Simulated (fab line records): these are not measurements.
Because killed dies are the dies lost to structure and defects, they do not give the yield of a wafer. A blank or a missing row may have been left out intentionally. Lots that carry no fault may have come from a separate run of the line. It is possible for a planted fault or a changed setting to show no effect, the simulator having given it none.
fab line records | flow sfq-line
[record] lots = 6 wafers = 18 last-day = 91
route steps=325 shown I4@176 JJ@178
lots that met no fault: taken from a fault-free run of the same line
start-h: start of the lot's first displayed wafer, in hours after the record's first day | wait-h: hours from the lot's prior step to this one | " same as the row above | L1.1+2: a single row standing in for several wafers | - no value present, or no start provided | * or withheld: withheld | < > ~ a bound
route shown NAME@n: names a module that has steps shown in the file, with the first one's number in the route | usual: mean/standard deviation taken from wafers without a fault | same: alike in all rows | chamber/n: place in a boat | sites: the reading at each site | _std_site: standard deviation of those values | _edge_site: inner sites' mean taken away from outer sites' mean | radius-mm: for every site, how far away it sits from the centre of the wafer | mask NAME#n: copy n | behind: the last tool/chamber to shape the wafer | hold: why the lot went on hold/how many hours it stayed there/how the hold came to an end | device: transistor that didn't switch, given as n, p or np | end of line: the tests these same wafers got at the end of their route | a step without rows: its recipe alone | killed: the dies lost at the first sort to structure and to defects; this is not the yield of the wafer | map: shows each die of a wafer: x if killed, . if not, _ if none is there
set.NAME: the setting the step ran with; set.NAME@STEP: the setting that earlier step ran with | model.NAME: the simulator's own value behind a step, which no gauge read
lots seen at some steps along the route; tables by step, rows by wafer
services: from which hour (start-h, from the record's first day; less than 0 if before it) a tool's chamber was out of use, for how many hours, and why
[[steps]]
[step SFQ_TRILAYER_I4_VIA_STRIP_STRIP_107]
[recipe] gas = O2 power-w = 200 platen-temp-c = 40 overash-fraction = 0.65 chemistry = O2 pressure-mtorr = 50
[usual] drypump-motor-current-A = 6.1/0.34 oes-product-au = 1.002/0.0079
// columns lot.wafer tool chamber start-h wait-h drypump-motor-current-A oes-product-au rf-hours-counter-h
L418.2 rie-metal-04 1 1262.47 - 6.6 0.989 103
L418.3 " 1 " " 6.6 0.992 -
L418.5 " 0 " " 6.4 0.998 -
L419.1 rie-metal-04 1 1272.07 - 6.7 0.999 105
L419.2 " 0 " " 6.5 1.008 106
L419.3 " 0 " " 6.5 0.999 -
L423.2 rie-metal-03 0 1354.44 - 6.4 0.994 35
L423.4 " 0 " " 6.4 1.010 -
L423.5 " 1 " " 6.0 1.007 -
L428.1 rie-metal-02 0 1492.29 - 6.0 0.995 61
L428.2 " 1 " " 5.5 0.983 9
L428.4 " 1 " " 5.6 0.993 -
L435.1 rie-metal-03 1 1569.80 - 6.1 1.004 53
L435.2 " 0 " " 6.4 1.004 61
L435.3 " 0 " " 6.4 0.999 -
L436.2 rie-metal-03 1 1586.60 - 6.1 1.003 55
L436.3 " 0 " " 6.4 1.021 -
L436.4 " 1 " " 6.1 1.011 -
[step SFQ_TRILAYER_I4_VIA_STRIP_SOLV_CLEAN_108]
[recipe] chemistry = NMP temp-c = 70 time-s = 600
[step SFQ_TRILAYER_JJ_TRILAYER_DEP_PRE_CLEAN_113]
[recipe] gas = Ar time-s = 22.5 bias-v = 250
[step SFQ_TRILAYER_JJ_TRILAYER_DEP_SPUTTER_109]
[recipe] material = Nb base-pressure-pa = 1.33e-06 chamber-pressure-pa = 0.1333 substrate-temp-c = 20 target-thk-nm = 150 power-w = 2000 time-s = 100
[usual] throttle-valve-pct = 29.9/0.82
// columns lot.wafer tool chamber start-h wait-h throttle-valve-pct
L418.2 pvd-sputter-03 - 1263.27 0.0 31.9
L418.3 " - " " 30.0
L418.5 " - " " 29.9
L419.1 pvd-sputter-03 - 1272.87 0.0 29.9
L419.2 " - " " 29.4
L419.3 " - " " 31.6
L423.2 pvd-sputter-05 - 1355.24 0.0 29.8
L423.4 " - " " 29.4
L423.5 " - " " 28.7
L428.1 pvd-sputter-06 - 1493.09 0.0 30.3
L428.2 " - " " 29.1
L428.4 " - " " 29.9
L435.1 pvd-sputter-03 - 1570.62 0.0 29.1
L435.2 " - " " 29.9
L435.3 " - " " 32.0
L436.2 pvd-sputter-06 - 1587.40 0.0 29.0
L436.3 " - " " 30.1
L436.4 " - " " 30.2
[step SFQ_TRILAYER_JJ_TRILAYER_DEP_SPUTTER_110]
[recipe] material = Al base-pressure-pa = 1.33e-06 target-thk-nm = 8 power-w = 500 time-s = 10 chamber-pressure-pa = 0.4
[usual] throttle-valve-pct = 29.9/0.81
// columns lot.wafer tool chamber start-h wait-h throttle-valve-pct
L418.2 pvd-sputter-03 - 1263.35 0.0 31.6
L418.3 " - " " 29.8
L418.5 " - " " 30.0
L419.1 pvd-sputter-03 - 1272.95 0.0 29.7
L419.2 " - " " 28.9
L419.3 " - " " 31.4
L423.2 pvd-sputter-05 - 1355.31 0.0 29.8
L423.4 " - " " 29.4
L423.5 " - " " 29.0
L428.1 pvd-sputter-06 - 1493.16 0.0 30.3
L428.2 " - " " 28.8
L428.4 " - " " 30.2
L435.1 pvd-sputter-03 - 1570.69 0.0 29.0
L435.2 " - " " 29.9
L435.3 " - " " 31.9
L436.2 pvd-sputter-06 - 1587.48 0.0 28.8
L436.3 " - " " 30.4
L436.4 " - " " 30.2
[step SFQ_TRILAYER_JJ_TRILAYER_DEP_AL_OXIDATION_111]
[recipe] pressure-mbar = 0.014667 oxidation-time-s = 600 temperature-k = 293
[step SFQ_TRILAYER_JJ_TRILAYER_DEP_SPUTTER_112]
[recipe] material = Nb base-pressure-pa = 1.33e-06 chamber-pressure-pa = 0.1333 substrate-temp-c = 20 target-thk-nm = 170 power-w = 2000 time-s = 113.3
[usual] throttle-valve-pct = 29.9/0.81
// columns lot.wafer tool chamber start-h wait-h throttle-valve-pct
L418.2 pvd-sputter-03 - 1264.37 0.5 31.7
L418.3 " - " " 29.7
L418.5 " - " " 30.0
L419.1 pvd-sputter-03 - 1273.97 0.5 29.6
L419.2 " - " " 29.2
L419.3 " - " " 31.6
L423.2 pvd-sputter-05 - 1356.34 0.5 29.6
L423.4 " - " " 29.5
L423.5 " - " " 29.1
L428.1 pvd-sputter-06 - 1494.18 0.5 30.6
L428.2 " - " " 28.8
L428.4 " - " " 30.2
L435.1 pvd-sputter-03 - 1571.71 0.5 29.0
L435.2 " - " " 29.9
L435.3 " - " " 31.9
L436.2 pvd-sputter-06 - 1588.50 0.5 29.2
L436.3 " - " " 30.0
L436.4 " - " " 30.2
[step SFQ_JJ_RS_MEAS_929]
[recipe] thk-meas-gauge = four-point-probe reads = Nb_of_TRILAYER_JJ_TRILAYER_DEP_SPUTTER_112
[usual] JJ_NB_RS = 1.050/0.012
// columns lot.wafer tool chamber start-h wait-h JJ_NB_RS[ohm/sq]
L418.2 film-metro-03 - 1264.47 0.1 1.037
L418.3 " - " " 1.031
L418.5 " - " " 1.038
L419.1 film-metro-02 - 1274.05 0.0 1.045
L419.2 " - " " 1.052
L419.3 " - " " 1.044
L423.2 film-metro-02 - 1356.43 0.1 1.058
L423.4 " - " " 1.056
L423.5 " - " " 1.057
L428.1 film-metro-03 - 1494.26 0.0 1.053
L428.2 " - " " 1.064
L428.4 " - " " 1.066
L435.1 film-metro-01 - 1571.79 0.0 1.035
L435.2 " - " " 1.037
L435.3 " - " " 1.046
L436.2 film-metro-02 - 1588.60 0.1 1.062
L436.3 " - " " 1.066
L436.4 " - " " 1.058
[step SFQ_TRILAYER_JJ_CE_LITHO_COAT_119]
[recipe] resist = BARC spin-rpm = 3000 resist-thk-nm = 62
[step SFQ_TRILAYER_JJ_CE_LITHO_COAT_114]
[recipe] resist = KrF spin-rpm = 3000 resist-thk-nm = 600
[step SFQ_TRILAYER_JJ_CE_LITHO_SOFTBAKE_118]
[recipe] temp-c = withheld time-s = withheld resist = KrF
[step SFQ_TRILAYER_JJ_CE_LITHO_EXPOSE_115]
[recipe] mask-id = J5 na = 0.6 source-shape = conventional sigma-outer = 0.65 target-cd-nm = 700 dose-mj = 14.4
[usual] exposure-dose-mJ-cm2 = 14.403/0.016
// columns lot.wafer tool chamber start-h wait-h mask exposure-dose-mJ-cm2 model.JJ.overlay-x-nm
L418.2 krf-scanner-02 0 1391.25 - J5#0 14.434 -1.192
L418.3 " 0 " " J5#0 14.424 -1.192
L418.5 " 0 " " J5#0 14.409 -1.192
L419.1 krf-scanner-02 0 1399.45 - J5#0 14.385 -0.3626
L419.2 " 0 " " J5#0 14.383 -0.3626
L419.3 " 0 " " J5#0 14.366 -0.3626
L423.2 krf-scanner-01 0 1470.57 - J5#0 14.420 0.368
L423.4 " 0 " " J5#0 14.397 0.368
L423.5 " 0 " " J5#0 14.419 0.368
L428.1 krf-scanner-01 0 1513.12 - J5#0 14.399 -2.555
L428.2 " 0 " " J5#0 14.419 -2.555
L428.4 " 0 " " J5#0 14.423 -2.555
L435.1 krf-scanner-02 0 1572.74 - J5#0 14.419 96.05
L435.2 " 0 " " J5#0 14.405 96.05
L435.3 " 0 " " J5#0 14.395 96.05
L436.2 krf-scanner-02 0 1589.71 - J5#0 14.401 101.3
L436.3 " 0 " " J5#0 14.404 101.3
L436.4 " 0 " " J5#0 14.395 101.3
[step SFQ_TRILAYER_JJ_CE_LITHO_PEB_117]
[recipe] peb-temp-c = 115 peb-time-s = 60 resist = KrF
[step SFQ_TRILAYER_JJ_CE_LITHO_DEVELOP_116]
[recipe] time-s = 60 resist = KrF
[step SFQ_JJ_OVL_MEAS_931]
[usual] J5_OVL = -1/4.5
// columns lot.wafer tool chamber start-h wait-h J5_OVL[nm]
L418.2 overlay-01 - 1392.55 0.1 -4
L418.3 " - " " 0
L418.5 " - " " -9
L419.1 overlay-02 - 1400.95 0.1 1
L419.2 " - " " 4
L419.3 " - " " -3
L423.2 overlay-01 - 1471.88 0.1 0
L423.4 " - " " 1
L423.5 " - " " -3
L428.1 overlay-01 - 1514.62 0.1 -5
L428.2 " - " " 1
L428.4 " - " " -6
L435.1 overlay-01 - 1574.24 0.1 92
L435.2 " - " " 99
L435.3 " - " " 94
L436.2 overlay-02 - 1591.01 0.1 100
L436.3 " - " " 103
L436.4 " - " " 99
[step SFQ_TRILAYER_JJ_CE_METRO_MEASURE_117]
[usual] cd-nm = 700.4/1.3
// columns lot.wafer tool chamber start-h wait-h cd-nm
L418.2 cd-sem-01 - 1392.78 0.2 700.3
L418.3 " - " " 699.7
L418.5 " - " " 699.8
L419.1 cd-sem-02 - 1400.98 0.0 700.9
L419.2 " - " " 700.0
L419.3 " - " " 701.6
L423.2 cd-sem-02 - 1472.11 0.2 702.4
L423.4 " - " " 701.9
L423.5 " - " " 701.0
L428.1 cd-sem-01 - 1514.65 0.0 699.5
L428.2 " - " " 700.0
L428.4 " - " " 699.7
L435.1 cd-sem-01 - 1574.28 0.0 701.6
L435.2 " - " " 701.0
L435.3 " - " " 701.3
L436.2 cd-sem-02 - 1591.24 0.2 701.8
L436.3 " - " " 701.6
L436.4 " - " " 701.4
[[services]]
// columns tool chamber start-h hours kind
rie-metal-03 - 1240.86 2.8 pm
pvd-sputter-06 - 1246.08 4.5 repair
krf-scanner-02 - 1257.63 0.8 pm
pvd-sputter-06 - 1258.48 2.2 repair
cd-sem-02 - 1266.54 0.8 pm
pvd-sputter-05 - 1282.59 19.4 repair
krf-scanner-02 - 1284.78 1.0 pm
cd-sem-02 - 1291.22 1.4 pm
pvd-sputter-03 - 1323.34 8.8 repair
pvd-sputter-06 - 1324.96 0.8 repair
pvd-sputter-03 - 1327.12 3.1 repair
krf-scanner-02 - 1358.55 1.3 pm
pvd-sputter-06 - 1359.11 1.5 repair
cd-sem-02 - 1366.34 1.2 pm
pvd-sputter-06 - 1388.83 1.0 repair
pvd-sputter-06 - 1409.50 4.4 repair
krf-scanner-02 - 1425.85 0.8 pm
krf-scanner-02 - 1452.39 1.0 pm
krf-scanner-02 - 1493.00 3.6 pm
pvd-sputter-06 - 1498.62 0.5 repair
pvd-sputter-03 - 1508.86 3.2 repair
pvd-sputter-06 - 1527.81 1.7 repair
krf-scanner-02 - 1535.08 1.3 pm
pvd-sputter-03 - 1566.02 1.8 repair
[[key]]
[first-sign] step = SFQ_JJ_OVL_MEAS_931 reading = J5_OVL direction = up sigmas = 22 usual = -1 struck = 98
effect none on later readings
[model-effect] step = SFQ_TRILAYER_JJ_CE_LITHO_EXPOSE_115 value = JJ.overlay-x-nm without = 6.074 struck = 98.67
met-at SFQ_TRILAYER_JJ_CE_LITHO_EXPOSE_115
struck-wafers L435.1,L435.2,L435.3,L436.2,L436.3,L436.4
onset-between 1399.45 1572.74
also-fits time
[fault] kind = scanner-matching-overlay tool = krf-scanner-02 chamber = - onset-h = 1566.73 steps = SFQ_TRILAYER_JJ_CE_LITHO_EXPOSE_115 offset = 92.597
